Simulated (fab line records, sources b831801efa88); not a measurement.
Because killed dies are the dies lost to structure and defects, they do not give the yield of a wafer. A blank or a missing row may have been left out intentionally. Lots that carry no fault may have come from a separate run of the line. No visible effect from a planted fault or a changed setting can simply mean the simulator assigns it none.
Check of tool commonality / flow gf180mcu / 13 lots, 39 wafers sampled

THE REASON FOR OPENING IT
GF_VT_IMPLANT_RS_MEAS_48, reading LVPWELL_RS: flagged on 2 of 13 lots. No-fault wafers: 1196 ohm/sq, standard deviation 3.1.
Rule: a lot is flagged when every wafer of it that has a number lies more than 4 standard deviations from that mean, or none has a number. The other lots count as sound.

lot=L884; measured=day 7 14:56; on=film_metro-01; LVPWELL_RS (ohm/sq), wafer by wafer=1196 1199 1197; flag=
lot=L885; measured=day 7 21:25; on=film_metro-01; LVPWELL_RS (ohm/sq), wafer by wafer=1196 1196 1199; flag=
lot=L886; measured=day 8 03:25; on=film_metro-03; LVPWELL_RS (ohm/sq), wafer by wafer=1198 1192 1192; flag=
lot=L887; measured=day 8 10:29; on=film_metro-03; LVPWELL_RS (ohm/sq), wafer by wafer=1196 1196 1195; flag=
lot=L888; measured=day 8 14:14; on=film_metro-03; LVPWELL_RS (ohm/sq), wafer by wafer=1198 1196 1199; flag=
lot=L893; measured=day 10 07:02; on=film_metro-01; LVPWELL_RS (ohm/sq), wafer by wafer=1133 1137 1137; flag=FLAGGED
lot=L895; measured=day 10 17:48; on=film_metro-04; LVPWELL_RS (ohm/sq), wafer by wafer=1139 1139 1140; flag=FLAGGED
lot=L899; measured=day 11 21:16; on=film_metro-04; LVPWELL_RS (ohm/sq), wafer by wafer=1194 1197 1199; flag=
lot=L900; measured=day 12 01:33; on=film_metro-04; LVPWELL_RS (ohm/sq), wafer by wafer=1200 1199 1198; flag=
lot=L901; measured=day 12 07:36; on=film_metro-03; LVPWELL_RS (ohm/sq), wafer by wafer=1203 1200 1202; flag=
lot=L903; measured=day 12 21:12; on=film_metro-04; LVPWELL_RS (ohm/sq), wafer by wafer=1191 1200 1196; flag=
lot=L905; measured=day 13 11:16; on=film_metro-03; LVPWELL_RS (ohm/sq), wafer by wafer=1195 1195 1192; flag=
lot=L906; measured=day 13 17:37; on=film_metro-04; LVPWELL_RS (ohm/sq), wafer by wafer=1195 1197 1199; flag=
Average over the flagged lots: 1138 ohm/sq; offset from the usual -58 ohm/sq, equal to -19 standard deviations.

LOT BY LOT: THE TOOL USED
The record holds 2 process steps before the reading, out of a route of 602 steps. Cell contents, in order: the tool; ch with the chambers the sampled wafers went through; the start.
lot=L884; flag=; GF_LVPWELL_IMPLANT_08=implanter-01 ch 0, day 3 21:47; GF_VT_IMPLANT_STRIP_42=plasma_asher-03 ch 0,1, day 7 14:22
lot=L885; flag=; GF_LVPWELL_IMPLANT_08=implanter-03 ch 0, day 4 03:44; GF_VT_IMPLANT_STRIP_42=plasma_asher-04 ch 0,1, day 7 20:52
lot=L886; flag=; GF_LVPWELL_IMPLANT_08=implanter-03 ch 0, day 4 06:57; GF_VT_IMPLANT_STRIP_42=plasma_asher-04 ch 0,1, day 8 02:47
lot=L887; flag=; GF_LVPWELL_IMPLANT_08=implanter-03 ch 0, day 4 14:35; GF_VT_IMPLANT_STRIP_42=plasma_asher-03 ch 0,1, day 8 09:55
lot=L888; flag=; GF_LVPWELL_IMPLANT_08=implanter-03 ch 0, day 4 18:59; GF_VT_IMPLANT_STRIP_42=plasma_asher-04 ch 0,1, day 8 13:28
lot=L893; flag=FLAGGED; GF_LVPWELL_IMPLANT_08=implanter-02 ch 0, day 6 03:14; GF_VT_IMPLANT_STRIP_42=plasma_asher-03 ch 0,1, day 10 06:28
lot=L895; flag=FLAGGED; GF_LVPWELL_IMPLANT_08=implanter-02 ch 0, day 6 12:45; GF_VT_IMPLANT_STRIP_42=plasma_asher-02 ch 0,1, day 10 17:15
lot=L899; flag=; GF_LVPWELL_IMPLANT_08=implanter-01 ch 0, day 7 10:08; GF_VT_IMPLANT_STRIP_42=plasma_asher-04 ch 0,1, day 11 20:35
lot=L900; flag=; GF_LVPWELL_IMPLANT_08=implanter-03 ch 0, day 7 15:36; GF_VT_IMPLANT_STRIP_42=plasma_asher-03 ch 0,1, day 12 00:54
lot=L901; flag=; GF_LVPWELL_IMPLANT_08=implanter-03 ch 0, day 7 19:22; GF_VT_IMPLANT_STRIP_42=plasma_asher-03 ch 0,1, day 12 06:56
lot=L903; flag=; GF_LVPWELL_IMPLANT_08=implanter-01 ch 0, day 8 07:58; GF_VT_IMPLANT_STRIP_42=plasma_asher-04 ch 0,1, day 12 20:39
lot=L905; flag=; GF_LVPWELL_IMPLANT_08=implanter-01 ch 0, day 8 17:45; GF_VT_IMPLANT_STRIP_42=plasma_asher-03 ch 0,1, day 13 10:39
lot=L906; flag=; GF_LVPWELL_IMPLANT_08=implanter-01 ch 0, day 9 01:09; GF_VT_IMPLANT_STRIP_42=plasma_asher-04 ch 1, day 13 17:02
What these steps do:
- GF_LVPWELL_IMPLANT_08
- GF_VT_IMPLANT_STRIP_42: strips in O2/N2.
- GF_VT_IMPLANT_RS_MEAS_48: measures by four-point-probe.

FLAGGED OVER TOTAL, TOOL BY TOOL (the gauges that took the reading come last)
step=GF_LVPWELL_IMPLANT_08; tool=implanter-01; lots run=5; flagged=0; share of the flagged lots=none; sound lots run after its first flagged lot=-
step=GF_LVPWELL_IMPLANT_08; tool=implanter-02; lots run=2; flagged=2; share of the flagged lots=all; sound lots run after its first flagged lot=0
step=GF_LVPWELL_IMPLANT_08; tool=implanter-03; lots run=6; flagged=0; share of the flagged lots=none; sound lots run after its first flagged lot=-
step=GF_VT_IMPLANT_STRIP_42; tool=plasma_asher-02; lots run=1; flagged=1; share of the flagged lots=some; sound lots run after its first flagged lot=0
step=GF_VT_IMPLANT_STRIP_42; tool=plasma_asher-03; lots run=6; flagged=1; share of the flagged lots=some; sound lots run after its first flagged lot=3 (L900,L901,L905)
step=GF_VT_IMPLANT_STRIP_42; tool=plasma_asher-04; lots run=6; flagged=0; share of the flagged lots=none; sound lots run after its first flagged lot=-
step=GF_VT_IMPLANT_RS_MEAS_48; tool=film_metro-01; lots run=3; flagged=1; share of the flagged lots=some; sound lots run after its first flagged lot=0
step=GF_VT_IMPLANT_RS_MEAS_48; tool=film_metro-03; lots run=5; flagged=0; share of the flagged lots=none; sound lots run after its first flagged lot=-
step=GF_VT_IMPLANT_RS_MEAS_48; tool=film_metro-04; lots run=5; flagged=1; share of the flagged lots=some; sound lots run after its first flagged lot=4 (L899,L900,L903,L906)

WHAT THE TABLE ALLOWS
All flagged lots share 1 row of the table, namely implanter-02 at GF_LVPWELL_IMPLANT_08.
- implanter-02 at GF_LVPWELL_IMPLANT_08: 2 of its 2 lots flagged. It ran no sound lot before its first flagged lot in this sample, so the start can't be narrowed down. Its own readings lie more than 4 standard deviations out on every wafer of the flagged lots: dose_ions_cm2.
implanter-02 at GF_LVPWELL_IMPLANT_08 is the single tool remaining.

WHAT WAS PUT IN BY THE SIMULATOR
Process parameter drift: implanter-02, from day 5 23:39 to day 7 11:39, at GF_LVPWELL_IMPLANT_08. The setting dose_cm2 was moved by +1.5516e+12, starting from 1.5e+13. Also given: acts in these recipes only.
Struck lots among those shown: L893, L895. The same result came from the rule above.
